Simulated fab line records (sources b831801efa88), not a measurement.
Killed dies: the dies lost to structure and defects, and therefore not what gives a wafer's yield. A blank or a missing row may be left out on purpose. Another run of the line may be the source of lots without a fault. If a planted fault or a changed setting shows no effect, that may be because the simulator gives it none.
2 desks, one fault :: flow sky130 :: each desk has only its own numbers; what lay behind them comes last

== AT THE METROLOGY DESK ==
What the gauges read, lot by lot, whatever tool the lot ran on: means of the sampled wafers that have a number. A lot is out of limits, marked OUT, if its mean lies more than 4 standard deviations from the usual mean; the brackets give that distance.
Columns: A = METAL2_ALCU_RS at SKY_METAL2_RS_MEAS_05, usual 0.1271 ohm/sq; B = METAL2_ALCU_THK at SKY_METAL2_THK_MEAS_06, usual 249.5 nm
lot: L359
first seen here: day 34 08:42
A: 0.1275
B: 249.3

lot: L361
first seen here: day 35 03:24
A: 0.1276
B: 248.7

lot: L362
first seen here: day 35 09:14
A: 0.1274
B: 248.2

lot: L364
first seen here: day 35 22:12
A: 0.1273
B: 249.2

lot: L363
first seen here: day 35 23:41
A: 0.1297
B: 245.6

lot: L366
first seen here: day 36 19:13
A: 0.1280
B: 249.9

lot: L368
first seen here: day 37 05:49
A: 0.1276
B: 248.4

lot: L369
first seen here: day 37 17:14
A: 0.1279
B: 249.8

lot: L370
first seen here: day 37 20:38
A: 0.1265
B: 251.7

lot: L371
first seen here: day 37 22:43
A: 0.1307
B: 243.1

lot: L373
first seen here: day 39 06:10
A: 0.1339 (+4.8) OUT
B: 237.3 (-4.2) OUT

lot: L374
first seen here: day 39 13:52
A: 0.1291
B: 245.1

lot: L380
first seen here: day 40 21:31
A: 0.1281
B: 245.8

lot: L381
first seen here: day 41 02:01
A: 0.1263
B: 251.3
Per this desk, out of limits: L373; the first was L373, day 39 06:10 (METAL2_ALCU_RS at SKY_METAL2_RS_MEAS_05). L359, L361, L362, L364, L363, L366, L368, L369, L370, L371, L374, L380, L381 stayed within limits.

== AT THE TOOL OWNER'S DESK: pvdSputter-04 ==
The tool's own readings at SKY_METAL2_SPUTTER_02 (material AlCu, target thk 250 nm, time 13.3 s): means of the sampled wafers that have a number, for each lot that ran on this tool. A lot is out of limits, marked OUT, if its mean lies more than 4 standard deviations from the usual mean; the brackets give that distance.
Columns: A = chamberPressurePa at SKY_METAL2_SPUTTER_02, usual 0.3999 Pa; B = throttleValvePct at SKY_METAL2_SPUTTER_02, usual 29.5 %
lot: L366
first seen here: day 36 19:06
A: 0.4000
B: 28.2

lot: L368
first seen here: day 37 05:44
A: 0.4002
B: 28.2

lot: L369
first seen here: day 37 17:07
A: 0.4003
B: 28.6

lot: L371
first seen here: day 37 22:37
A: 0.3994
B: 29.6

lot: L373
first seen here: day 39 06:05
A: 0.3997
B: 28.8
This desk's finding: nothing out of limits on any of the 5 lots.

== BROUGHT TOGETHER ==
L373 would have let the metrology desk raise an alarm at day 39 06:10.
The desk of the tool owner found nothing out of limits.
Tool owner's desk: L373 on record, inside its limits.
All the named lots went through SKY_METAL2_SPUTTER_02 on pvdSputter-04.

== WHAT THE SIMULATOR HAD PUT IN ==
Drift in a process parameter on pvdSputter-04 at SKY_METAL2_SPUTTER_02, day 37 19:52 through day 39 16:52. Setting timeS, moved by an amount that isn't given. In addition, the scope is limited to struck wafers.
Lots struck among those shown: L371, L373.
Time in hours between the start of the fault and the first out-of-limits reading at each desk: metrology desk, 34.
